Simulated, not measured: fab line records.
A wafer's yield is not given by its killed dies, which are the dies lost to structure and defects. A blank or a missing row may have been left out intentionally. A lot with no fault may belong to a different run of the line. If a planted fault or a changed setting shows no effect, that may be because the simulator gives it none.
Tool commonality check	flow sky130	Sampled: 12 lots, 36 wafers

WHAT PROMPTED THE OPENING
2 of 12 lots carry a flag on the reading NWELL_TW at SKY_NWELL_TW_MEAS_15. Wafers without a fault read 1804, standard deviation 18.
Rule: a lot gets a flag if all its wafers with a number sit over 4 standard deviations from that mean, or if no wafer of it has a number. All remaining lots are regarded as sound.

lot	measured	on	NWELL_TW, wafer by wafer	flag
L339	day 4 14:23	film-metro-01	1789 1791 1793	
L342	day 5 10:40	film-metro-02	1789 1784 1783	
L344	day 5 16:29	film-metro-02	1794 1794 1788	
L346	day 6 06:00	film-metro-02	1802 1798 1793	
L347	day 6 10:45	film-metro-02	1813 1805 1810	
L350	day 7 08:15	film-metro-02	1690 1688 1695	FLAGGED
L356	day 8 17:58	film-metro-01	1678 1684 1682	FLAGGED
L357	day 8 21:18	film-metro-04	1836 1823 1841	
L359	day 9 08:08	film-metro-01	1800 1792 1797	
L361	day 9 21:32	film-metro-01	1798 1794 1803	
L360	day 9 21:37	film-metro-04	1846 1834 1845	
L362	day 10 08:18	film-metro-02	1796 1786 1797	
On average the flagged lots' numbers are 1686, which is -118 against the usual, or -7 standard deviations.

EACH LOT AND THE TOOL IT RAN ON
The record holds 1 process step before the reading, out of a route of 708 steps. Cell contents, in order: the tool; ch with the chambers the sampled wafers went through; the start.
lot	flag	SKY_NWELL_IMPLANT_11
L339		implanter-01 ch 0, day 4 13:50
L342		implanter-04 ch 0, day 5 10:07
L344		implanter-04 ch 0, day 5 15:56
L346		implanter-03 ch 0, day 6 05:27
L347		implanter-03 ch 0, day 6 10:12
L350	FLAGGED	implanter-03 ch 0, day 7 07:42
L356	FLAGGED	implanter-03 ch 0, day 8 17:25
L357		implanter-01 ch 0, day 8 20:45
L359		implanter-01 ch 0, day 9 07:35
L361		implanter-04 ch 0, day 9 20:59
L360		implanter-01 ch 0, day 9 21:04
L362		implanter-01 ch 0, day 10 07:45
What is done by these steps:
- SKY_NWELL_IMPLANT_11
- SKY_NWELL_TW_MEAS_15

FLAGGED AGAINST TOTAL, ONE TOOL AT A TIME (gauges that did the reading follow at the end)
step	tool	lots run	flagged	share of the flagged lots	sound lots run after its first flagged lot
SKY_NWELL_IMPLANT_11	implanter-01	5	0	none	-
SKY_NWELL_IMPLANT_11	implanter-03	4	2	all	0
SKY_NWELL_IMPLANT_11	implanter-04	3	0	none	-
SKY_NWELL_TW_MEAS_15	film-metro-01	4	1	some	2 (L359,L361)
SKY_NWELL_TW_MEAS_15	film-metro-02	6	1	some	1 (L362)
SKY_NWELL_TW_MEAS_15	film-metro-04	2	0	none	-

THE TABLE: WHAT IT ALLOWS
In the table, 1 row covers all flagged lots: implanter-03 at SKY_NWELL_IMPLANT_11.
- implanter-03 at SKY_NWELL_IMPLANT_11 ran 4 lots, 2 of them flagged. Last sound lot L347 at day 6 10:12, first flagged lot L350 at day 7 07:42; a fault beginning in between fits. Its own readings (beam-on-s, faraday-current-uA) fall more than 4 standard deviations out on all wafers of the flagged lots.
implanter-03 at SKY_NWELL_IMPLANT_11 is the single tool remaining.

WHAT THE SIMULATOR HAD PUT IN
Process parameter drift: implanter-03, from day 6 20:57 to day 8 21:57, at SKY_NWELL_IMPLANT_11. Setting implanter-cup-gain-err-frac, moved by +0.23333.
Shown lots that were struck: L350, L356. The rule above reached the same finding.
